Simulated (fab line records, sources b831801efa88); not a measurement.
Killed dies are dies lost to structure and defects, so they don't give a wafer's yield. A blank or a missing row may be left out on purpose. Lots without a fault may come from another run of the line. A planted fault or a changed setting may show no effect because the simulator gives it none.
Problem report in the 8D (eight disciplines) form, filled by code | flow sky130 | the parts of the form that need people (team, actions taken, sign-off) are left out

1. THE PROBLEM
dose_ions_cm2 at SKY_SD_P_IMPLANT_09 reads a mean of 3.1688e+15 on 6 wafers of 2 lots; wafers without a fault read 2.9999e+15 with a standard deviation of 2.9e+12. That is +58 standard deviations from the usual mean.
First seen on wafer L180.3, day 27 10:35, on implanter-02. The record holds 42 wafers of 14 lots with a number at this step. Rule for "out", or "out of limits": more than 4 standard deviations from the usual mean. The other wafers with a number count as sound.

2. WHAT IT IS AND WHAT IT IS NOT
question                    | is                     | is not
which readings at this step | dose_ions_cm2          | -
which lots                  | L180, L181             | L174, L175, L176, L189, L190, L191, L192, L193, L194, L195, L196, L197
which wafers of those lots  | all that have a number | -
read on which tools         | implanter-02           | implanter-01, implanter-04
when                        | from day 27 10:35      | up to then (9 sound wafers); but 27 sound wafers of L189, L190, L191, L192, L193, L194, L195, L196, L197 came after

3. SUSPECTS, AND WHAT RULES EACH OUT
Counting: a tool at a process step up to the reading stays a suspect if it ran every lot that is out and no sound lot after the first of them.
- implanter-02 at SKY_SD_P_IMPLANT_09: kept. It ran every lot that is out, first L180 (day 27 10:35), and no sound lot after that; its last sound lot up to then is L175 (day 26 00:28). Its own readings are out on those wafers: dose_ions_cm2.
Left after counting: implanter-02 at SKY_SD_P_IMPLANT_09.

4. THE CAUSE (what the simulator had put in)
Process parameter drift: implanter-02, from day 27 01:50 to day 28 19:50, at SKY_SD_P_IMPLANT_09. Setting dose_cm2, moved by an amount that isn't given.
Counting left only this tool.

5. THE CHAIN OF EFFECTS, in route order
Each row: a reading whose mean over the struck wafers that have a number lies more than 3 standard deviations from the usual. Only readings for which the record gives a usual standard deviation are gone through. hours: the time from each lot's start at the first step in this table that gives one to its start at this step, as a median over the lots. sigmas: the change in usual standard deviations.
hours | step                | reading                  | usual      | on struck wafers | change      | sigmas
0     | SKY_SD_P_IMPLANT_09 | dose_ions_cm2            | 2.9999e+15 | 3.1688e+15       | +1.6885e+14 | +58
0     | SKY_SD_P_STRIP_10   | strip_time_to_endpoint_s | 17.49 s    | 17.64            | +0.15       | +4.1
The process steps in it:
- SKY_SD_P_IMPLANT_09
- SKY_SD_P_STRIP_10: strips in O2/N2.

6. WHAT WOULD HAVE CAUGHT IT SOONER
In this record the first reading out of limits was taken at day 27 10:35, 9 hours after the fault began at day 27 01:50.
